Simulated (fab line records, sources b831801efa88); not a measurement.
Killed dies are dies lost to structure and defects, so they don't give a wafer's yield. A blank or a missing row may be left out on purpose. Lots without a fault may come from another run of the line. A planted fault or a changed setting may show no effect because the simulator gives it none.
One fault seen from 2 desks | flow sky130 | each desk has only its own numbers; what lay behind them comes last

THE METROLOGY DESK
What the gauges read, lot by lot, whatever tool the lot ran on: means of the sampled wafers that have a number. A lot is out of limits, marked OUT, if its mean lies more than 4 standard deviations from the usual mean; the brackets give that distance.
Columns: A = SD_N_OVL at SKY_SD_N_OVL_MEAS_08, usual -0.8 nm; B = LI_CONTACT_HDPCVD_THK at SKY_LI_CONTACT_THK_MEAS_01, usual 930 nm; C = LI_CONTACT_W_RS at SKY_LI_CONTACT_RS_MEAS_22, usual 0.2838 ohm/sq
lot  | first seen here | A    | B               | C
L581 | day 28 03:14    | -0.7 | 928             | 0.2873
L583 | day 28 21:56    | -0.1 | 932             | 0.2876
L584 | day 30 05:53    | -1.3 | 931             | 0.2865
L587 | day 30 06:11    | -0.4 | 918             | 0.2844
L588 | day 30 15:48    | -0.4 | 1001 (+9.2) OUT | 0.2866
L589 | day 31 02:42    | -0.7 | 1007 (+10) OUT  | 0.2831
L590 | day 31 11:05    | -0.1 | 960             | 0.2837
L600 | day 34 15:31    | -1.0 | 932             | 0.2846
L601 | day 34 19:32    | -2.0 | 920             | 0.2854
L602 | day 35 00:49    | -1.7 | 921             | 0.2819
L603 | day 35 09:02    | -0.8 | 936             | 0.2855
This desk's finding: out of limits on L588, L589; first on L588, day 30 17:00 (LI_CONTACT_HDPCVD_THK at SKY_LI_CONTACT_THK_MEAS_01). In limits: L581, L583, L584, L587, L590, L600, L601, L602, L603.

THE TOOL OWNER'S DESK: hdpcvd-02
The tool's own readings at SKY_LI_CONTACT_HDPCVD_00 (deposits PSG, target thk 930 nm, time 155 s): means of the sampled wafers that have a number, for each lot that ran on this tool. A lot is out of limits, marked OUT, if its mean lies more than 4 standard deviations from the usual mean; the brackets give that distance.
Columns: A = run_length_s at SKY_LI_CONTACT_HDPCVD_00, usual 183.2 s
lot  | first seen here | A
L583 | day 28 23:03    | 183.5
L584 | day 30 06:58    | 183.6
L588 | day 30 16:53    | 195.8 (+21) OUT
L589 | day 31 03:48    | 195.5 (+21) OUT
L590 | day 31 12:10    | 189.9 (+11) OUT
L600 | day 34 16:36    | 183.7
L602 | day 35 01:54    | 183.4
L603 | day 35 10:08    | 183.4
This desk's finding: out of limits on L588, L589, L590; first on L588, day 30 16:53 (run_length_s at SKY_LI_CONTACT_HDPCVD_00). In limits: L583, L584, L600, L602, L603.

PUT TOGETHER
The tool owner's desk could have raised an alarm at day 30 16:53, on L588, L589, L590.
The metrology desk could have raised an alarm at day 30 17:00, on L588, L589.
The metrology desk has L590 on record, within its limits.
Of the lots named, all ran SKY_LI_CONTACT_HDPCVD_00 on hdpcvd-02.

WHAT THE SIMULATOR HAD PUT IN
Process parameter drift: hdpcvd-02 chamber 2, from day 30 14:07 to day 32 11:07, at SKY_LI_CONTACT_HDPCVD_00. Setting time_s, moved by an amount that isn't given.
Lots struck among those shown: L588, L589, L590.
Hours from the fault's start to each desk's first reading out of limits: the tool owner's desk, 3; the metrology desk, 3.
